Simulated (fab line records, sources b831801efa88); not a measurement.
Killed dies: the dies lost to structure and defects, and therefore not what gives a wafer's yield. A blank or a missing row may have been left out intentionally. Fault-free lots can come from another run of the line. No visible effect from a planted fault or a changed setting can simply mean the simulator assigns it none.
Which of the tools did it? / flow gf180mcu / 7 lots with 21 wafers sampled at 2 steps, on a route of 602 steps

WHAT THE GAUGES READ, wafer by wafer
GF_PSD_CD_MEAS_07: target cd 400 nm.
lot=L820; measured=day 14 20:11; on=cd-sem-01; cd-nm (nm)=398.3 399.9 400.4
lot=L822; measured=day 15 16:25; on=cd-sem-01; cd-nm (nm)=399.8 398.8 397.7
lot=L827; measured=day 17 06:37; on=cd-sem-01; cd-nm (nm)=411.7 411.0 410.8
lot=L829; measured=day 17 22:28; on=cd-sem-02; cd-nm (nm)=400.4 400.6 401.5
lot=L836; measured=day 20 12:35; on=cd-sem-02; cd-nm (nm)=399.4 398.2 397.5
lot=L839; measured=day 21 15:13; on=cd-sem-02; cd-nm (nm)=400.9 399.8 402.6
lot=L841; measured=day 22 05:14; on=cd-sem-01; cd-nm (nm)=397.3 394.8 394.9

TOOL THAT RAN EACH LOT (tool first, then ch and the chambers of the sampled wafers, then the start)
lot=L820; GF_PSD_DEVELOP_06=litho-track-02 ch 0, day 14 20:02
lot=L822; GF_PSD_DEVELOP_06=litho-track-03 ch 0, day 15 16:16
lot=L827; GF_PSD_DEVELOP_06=litho-track-03 ch 0, day 17 06:28
lot=L829; GF_PSD_DEVELOP_06=litho-track-02 ch 0, day 17 22:20
lot=L836; GF_PSD_DEVELOP_06=litho-track-02 ch 0, day 20 12:23
lot=L839; GF_PSD_DEVELOP_06=litho-track-03 ch 0, day 21 15:04
lot=L841; GF_PSD_DEVELOP_06=litho-track-03 ch 0, day 22 05:05
- GF_PSD_DEVELOP_06: develop time 60 s.

THE ANSWER, worked out from the rows above alone
Rule: the usual values come from the lots themselves. The widest of any qualifying gaps counts: lots, ordered by their means at a reading, are off when they make up no more than a third of the lots, leave a main group of 4 or more, and stand apart from it by 3 or more times the standard deviation of that group's means. A main group whose means are all the same, to the digits that the tables above print for the reading, isn't used. A lot without any number at a reading at which 4 lots or more have one is off too. All remaining lots with rows at the step are treated as sound.
Off: L827 (GF_PSD_CD_MEAS_07, cd-nm). The main group has a mean of 399.0 nm with a standard deviation of 1.8.
If a tool, at a process step before that reading, ran all the lots that are off and no sound lot after the first of them, it fits. Those tools and the gauges at GF_PSD_CD_MEAS_07 are tried in the same way. Not one of the candidates tried fits.

WHAT WAS PUT IN BY THE SIMULATOR
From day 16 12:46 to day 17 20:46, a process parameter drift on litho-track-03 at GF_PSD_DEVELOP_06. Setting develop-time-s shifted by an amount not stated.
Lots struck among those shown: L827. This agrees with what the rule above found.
